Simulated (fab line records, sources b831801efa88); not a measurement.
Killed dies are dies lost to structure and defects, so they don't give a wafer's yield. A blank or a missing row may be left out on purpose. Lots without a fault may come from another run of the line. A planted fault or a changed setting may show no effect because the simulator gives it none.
Tool commonality check | flow sky130 | 13 lots, 39 wafers sampled

WHY IT WAS OPENED
At SKY_LDD_P_CD_MEAS_07 the reading cd_nm is flagged on 2 of 13 lots. Wafers without a fault read 379.8 nm, standard deviation 2.5.
Rule: a lot is flagged when every wafer of it that has a number lies more than 4 standard deviations from that mean, or none has a number. The other lots count as sound.

lot  | measured     | on        | cd_nm (nm), wafer by wafer | flag
L616 | day 19 02:13 | cd_sem-01 | 378.5 379.5 383.0          |
L617 | day 19 07:52 | cd_sem-01 | 374.8 377.3 377.7          |
L618 | day 19 14:02 | cd_sem-02 | 420.3 420.7 418.9          | FLAGGED
L619 | day 19 22:14 | cd_sem-02 | 380.0 378.0 377.4          |
L620 | day 20 12:43 | cd_sem-01 | 414.2 414.3 413.4          | FLAGGED
L621 | day 20 22:47 | cd_sem-01 | 388.2 383.8 380.8          |
L628 | day 23 12:28 | cd_sem-01 | 382.3 381.1 379.7          |
L629 | day 23 21:31 | cd_sem-01 | 380.1 378.6 378.8          |
L631 | day 24 10:31 | cd_sem-02 | 383.6 381.6 381.5          |
L632 | day 24 23:46 | cd_sem-02 | 377.0 378.9 375.2          |
L633 | day 25 09:58 | cd_sem-01 | 378.0 380.0 377.3          |
L635 | day 25 23:26 | cd_sem-02 | 379.5 379.1 377.5          |
L639 | day 27 07:00 | cd_sem-02 | 377.5 379.3 378.5          |
The numbers of the flagged lots are 417.0 nm on average: +37.2 nm against the usual, or +15 standard deviations.

WHICH TOOL RAN EACH LOT
The record holds 1 process step before the reading, out of a route of 708 steps. In each cell: the tool, then ch and the chambers that the sampled wafers went through, then the start.
lot  | flag    | SKY_LDD_P_DEVELOP_06
L616 |         | litho_track-01 ch 0, day 19 02:04
L617 |         | litho_track-01 ch 0, day 19 07:43
L618 | FLAGGED | litho_track-01 ch 0, day 19 13:54
L619 |         | litho_track-02 ch 0, day 19 22:07
L620 | FLAGGED | litho_track-01 ch 0, day 20 12:34
L621 |         | litho_track-04 ch 0, day 20 22:39
L628 |         | litho_track-04 ch 0, day 23 12:20
L629 |         | litho_track-01 ch 0, day 23 21:22
L631 |         | litho_track-04 ch 0, day 24 10:23
L632 |         | litho_track-01 ch 0, day 24 23:37
L633 |         | litho_track-01 ch 0, day 25 09:49
L635 |         | litho_track-02 ch 0, day 25 23:17
L639 |         | litho_track-02 ch 0, day 27 06:52
What these steps do:
- SKY_LDD_P_DEVELOP_06: develop time 60 s.
- SKY_LDD_P_CD_MEAS_07: target cd 380 nm.

FLAGGED OVER TOTAL, TOOL BY TOOL (the gauges that took the reading come last)
step                 | tool           | lots run | flagged | share of the flagged lots | sound lots run after its first flagged lot
SKY_LDD_P_DEVELOP_06 | litho_track-01 | 7        | 2       | all                       | 3 (L629,L632,L633)
SKY_LDD_P_DEVELOP_06 | litho_track-02 | 3        | 0       | none                      | -
SKY_LDD_P_DEVELOP_06 | litho_track-04 | 3        | 0       | none                      | -
SKY_LDD_P_CD_MEAS_07 | cd_sem-01      | 7        | 1       | some                      | 4 (L621,L628,L629,L633)
SKY_LDD_P_CD_MEAS_07 | cd_sem-02      | 6        | 1       | some                      | 5 (L619,L631,L632,L635,L639)

WHAT THE TABLE ALLOWS
1 row of the table ran every flagged lot: litho_track-01 at SKY_LDD_P_DEVELOP_06.
- litho_track-01 at SKY_LDD_P_DEVELOP_06: 2 of its 7 lots flagged. Sound lots ran on it after the first flagged one (L629, L632, L633), which a lasting fault on the whole tool wouldn't allow.
No row of the table ran every flagged lot and no sound lot after the first.

WHAT THE SIMULATOR HAD PUT IN
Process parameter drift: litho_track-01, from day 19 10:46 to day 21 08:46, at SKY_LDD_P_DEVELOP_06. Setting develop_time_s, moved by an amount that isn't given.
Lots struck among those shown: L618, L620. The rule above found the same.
